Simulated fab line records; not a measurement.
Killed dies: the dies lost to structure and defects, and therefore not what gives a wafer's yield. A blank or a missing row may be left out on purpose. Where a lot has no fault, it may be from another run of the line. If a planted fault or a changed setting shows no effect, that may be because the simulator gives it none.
One fault seen from 2 desks -- flow gf180mcu -- only its own numbers are on each desk; what lay behind them is given at the end

THE METROLOGY DESK
What the gauges read, lot by lot, whatever tool the lot ran on: means of the sampled wafers that have a number. A lot is out of limits, marked OUT, if its mean lies more than 4 standard deviations from the usual mean; the brackets give that distance.
Columns: A = INCOMING_BOW at GF_STI_BOW_MEAS_00, usual 0 um; B = cdNm at GF_STI_CD_MEAS_12, usual 219.7 nm; C = MVPSD_TW at GF_MVPSD_TW_MEAS_11, usual 556.9; D = VT_IMPLANT_02_OVL at GF_VT_IMPLANT_OVL_MEAS_29, usual 0.3 nm; E = MVPSD_RS at GF_VT_IMPLANT_RS_MEAS_49, usual 1168 ohm/sq
lot,first seen here,A,B,C,D,E
L152,day 1 10:02,-1,218.7,553.2,0.7,1167
L153,day 1 15:04,-8,220.3,556.6,0.2,1168
L154,day 1 20:01,5,219.5,556.2,1.1,1172
L155,day 2 01:01,2,219.8,558.3,-0.9,1165
L159,day 2 21:01,11,219.7,558.6,1.4,1170
L160,day 3 02:02,-2,218.9,557.9,-0.1,1176
L161,day 3 07:01,2,221.2,554.8,0.3,1168
L162,day 3 12:00,-5,219.5,612.0 (+23) OUT,1.2,1334 (+47) OUT
L164,day 3 22:01,-7,219.6,556.1,-2.2,1166
L166,day 4 08:00,2,220.0,557.4,-1.8,1170
L167,day 4 13:01,1,218.4,610.4 (+22) OUT,-2.0,1339 (+49) OUT
L168,day 4 18:00,-3,219.5,554.9,1.2,1168
L173,day 5 19:00,-5,218.9,560.4,0.8,1163
This desk's finding: out of limits on L162, L167; first on L162, day 7 12:28 (MVPSD_TW at GF_MVPSD_TW_MEAS_11). L152, L153, L154, L155, L159, L160, L161, L164, L166, L168, L173 stayed within limits.

FOR THE TOOL OWNER'S DESK: implanter-04
GF_MVPSD_IMPLANT_08, tool's own readings: per-lot mean of the sampled wafers with a number, covering each lot this tool ran. A lot is out of limits, marked OUT, if its mean lies more than 4 standard deviations from the usual mean; the brackets give that distance.
Columns: A = doseIonsCm2 at GF_MVPSD_IMPLANT_08, usual 1.4996e+13; B = tiltDeg at GF_MVPSD_IMPLANT_08, usual 0.001 degrees
lot,first seen here,A,B
L155,day 6 01:41,1.5011e+13,-0.003
L160,day 7 00:59,1.5016e+13,-0.021
L161,day 7 03:47,1.4982e+13,0.005
L162,day 7 12:04,1.4998e+13,3.750 (+99 or more) OUT
L167,day 8 22:38,1.5009e+13,3.714 (+99 or more) OUT
This desk finds L162, L167 out of limits, L162 being first, at day 7 12:04 (tiltDeg at GF_MVPSD_IMPLANT_08). L155, L160, L161 stayed within limits.

ALL TOGETHER
On L162, L167, at day 7 12:04, an alarm was possible from the tool owner's desk.
The metrology desk could have raised an alarm at day 7 12:28, on L162, L167.
On implanter-04, each named lot ran GF_MVPSD_IMPLANT_08.

WHAT THE SIMULATOR PUT IN
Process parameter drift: implanter-04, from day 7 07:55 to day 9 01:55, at GF_MVPSD_IMPLANT_08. The setting tiltDeg was moved by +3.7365, starting from 0. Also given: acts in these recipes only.
Lots struck among those shown: L162, L167.
Delay (hours) between the fault's onset and each desk's first out-of-limits reading: 4 at the tool owner's desk, 5 at the metrology desk.
